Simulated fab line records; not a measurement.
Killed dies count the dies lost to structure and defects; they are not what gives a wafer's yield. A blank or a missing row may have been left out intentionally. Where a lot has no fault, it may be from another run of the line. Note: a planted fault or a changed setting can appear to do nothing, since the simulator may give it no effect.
Struck lot and sound lot, side by side ; flow sky130 ; 14 out of 708 route steps
Sound: wafers L421.1, L421.3, L421.5. The struck wafers were L433.1, L433.2, L433.5. The cause is given at the end.
At each step with rows: each side's tool, then ch and its chambers, then its first start. Under that, the readings that differ: sound wafers ; struck wafers ; difference of the means ; sigmas: that difference in standard deviations of wafers without a fault.
alike: a reading whose means differ by less than 2 such deviations, as well as words and numbers matching on both sides. not compared: withheld readings; readings where some wafer has no value; bounds like >300 that might hide an equal value; numbers whose values overlap and for which the record gives no deviation.
The two part at a step that has a row with sigmas, a row that says differs or no value, or rows on one side only. Numbers that have no deviation but don't overlap get no sigmas and don't part them. A reading that every wafer of one side lacks parts them only if that side has two wafers or more.

first, 2 steps without rows for these wafers: SKY_SONOS_TUNNEL_CLEAN_13 (cleans in dHF, time 20 s); SKY_SONOS_ONO_OXIDATION_00 (stabilise 600 s, purge 300 s, target thk 2.6 nm).
SKY_SONOS_ONO_THK_MEAS_01:
  struck on film_metro-03, day 17 04:08; sound on film_metro-04, day 13 05:24
  alike: SONOS_ONO_OXIDATION_THK
then, 1 step without rows for these wafers: SKY_SONOS_ONO_CVD_02 (deposits Si3N4 from DCS/NH3, target thk 10.5 nm, time 180 s).
SKY_SONOS_ONO_THK_MEAS_03:
  struck on film_metro-03, day 17 07:20; sound on film_metro-03, day 13 06:50
  alike: SONOS_ONO_CVD_02_THK
then, 1 step without rows for these wafers: SKY_SONOS_ONO_CVD_04 (deposits SiO2 from SiH4/N2O, target thk 5.7199 nm).
SKY_SONOS_ONO_THK_MEAS_05:
  struck on film_metro-04, day 17 08:39; sound on film_metro-01, day 13 08:09
  alike: SONOS_ONO_CVD_04_THK
then, 5 steps without rows for these wafers: SKY_SONOS_ONO_DEHYDRATE_06 (time 60 s); SKY_SONOS_ONO_HMDS_07 (prime time 60 s); SKY_SONOS_ONO_COAT_08 (resist thk 1140 nm); SKY_SONOS_ONO_SOFTBAKE_09 (time 60 s); SKY_SONOS_ONO_EXPOSE_10 (exposes mask ONOM, target cd 410 nm).
SKY_SONOS_ONO_PEB_11:
  struck on litho_track-02, day 18 13:02; sound on litho_track-01 ch 0, day 14 08:20
reading;sound;struck;difference;sigmas
exhaust_pa (Pa);43.7 44.3 45.4;- - -;no value on the struck wafers;
  not compared: chill_plate_temp_C, time_s
then, 1 step without rows for these wafers: SKY_SONOS_ONO_DEVELOP_12 (develop time 60 s).

== WHERE THEY PART ==
Only at SKY_SONOS_ONO_PEB_11, as far as this record shows.

WHY: whatever the simulator had introduced
At SKY_SONOS_ONO_PEB_11, the step was skipped entirely on litho_track-02 from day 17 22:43 on. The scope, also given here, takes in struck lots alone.
